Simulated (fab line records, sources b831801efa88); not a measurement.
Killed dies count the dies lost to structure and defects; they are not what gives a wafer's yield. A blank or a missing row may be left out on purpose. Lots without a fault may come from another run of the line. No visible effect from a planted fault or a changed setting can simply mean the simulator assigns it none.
Problem report in the 8D (eight disciplines) form, filled by code | flow sky130 | the parts of the form that need people (team, actions taken, sign-off) are left out

== 1. THE ISSUE ==
chamber pressure mTorr at SKY_METAL4_METAL_ETCH_18 reads a mean of 8.002 mTorr on 6 wafers of 2 lots; wafers without a fault read 10.000 mTorr with a standard deviation of 0.01. So: -99 or more standard deviations from the usual mean.
The step: etches the open film in Cl2/BCl3, stops on SiO2, target depth 845 nm, time 183.1 s.
Earliest sighting: wafer L901.1 on rie metal-02 at day 45 09:32. At this step, 18 wafers from 6 lots have a number in the record. By rule, "out" or "out of limits" means more than 4 standard deviations away from the usual mean. The other wafers with a number count as sound.

== 2. WHAT IT IS, AND WHAT IT ISN'T ==
question                    | is                     | is not
which readings at this step | chamber pressure mTorr | drypump motor current A, mfc cl2 sccm, oes product au, throttle valve pct
which lots                  | L900, L901             | L891, L895, L906, L910
which wafers of those lots  | all that have a number | -
read on which tools         | rie metal-02           | rie metal-01, rie metal-03
when                        | from day 45 09:32      | up to then (6 sound wafers); but 6 sound wafers of L906, L910 came after

== 3. SUSPECTS, AND WHAT RULES EACH OUT ==
Counting: a tool at any process step up to the reading remains a suspect when it ran all the lots that are out and ran no sound lot after the first of those.
- rie metal-03 at SKY_METAL4_DESCUM_15 (chemistry O2, time 8 s): ruled out as a lasting fault. Sound lots L910 ran on it after its first lot that is out, L901 (day 45 09:23).
- rie metal-03 at SKY_METAL4_ETCH_16 (etches BARC in N2/H2, stops on SiO2, time 88.2 s, target depth 60 nm): ruled out as a lasting fault. Sound lots L910 ran on it after its first lot that is out, L901 (day 45 09:25).
- rie metal-02 at SKY_METAL4_METAL_ETCH_18 (etches the open film in Cl2/BCl3, stops on SiO2, target depth 845 nm, time 183.1 s): kept. Every lot that is out went through it, starting with L901 (day 45 09:32), and after that it ran no sound lot; the last sound lot it ran before then is L895 (day 44 01:16). Its own readings are out on those wafers: chamber pressure mTorr.
Remaining after the count: rie metal-02 at SKY_METAL4_METAL_ETCH_18.

== 4. THE CAUSE (what the simulator had put in) ==
Process parameter drift: rie metal-02, from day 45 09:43 on, at SKY_METAL4_METAL_ETCH_18. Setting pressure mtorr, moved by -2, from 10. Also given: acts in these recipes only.
This tool alone remained once counting was done.

== 5. THE CHAIN OF EFFECTS, in route order ==
Each row: a reading whose mean over the struck wafers that have a number lies more than 3 standard deviations from the usual. Only readings for which the record gives a usual standard deviation are gone through. hours: the time from each lot's start at the first step in this table that gives one to its start at this step, as a median over the lots. sigmas: the change in usual standard deviations.
hours | step                     | reading                | usual        | on struck wafers | change | sigmas
0     | SKY_METAL4_METAL_ETCH_18 | chamber pressure mTorr | 10.000 mTorr | 8.002            | -1.998 | -99 or more
Process steps it contains:
- SKY_METAL4_METAL_ETCH_18: etches the open film in Cl2/BCl3, stops on SiO2, target depth 845 nm, time 183.1 s.

== 6. HOW IT WOULD HAVE BEEN CAUGHT EARLIER ==
In this record the first reading out of limits was taken at day 45 09:32.
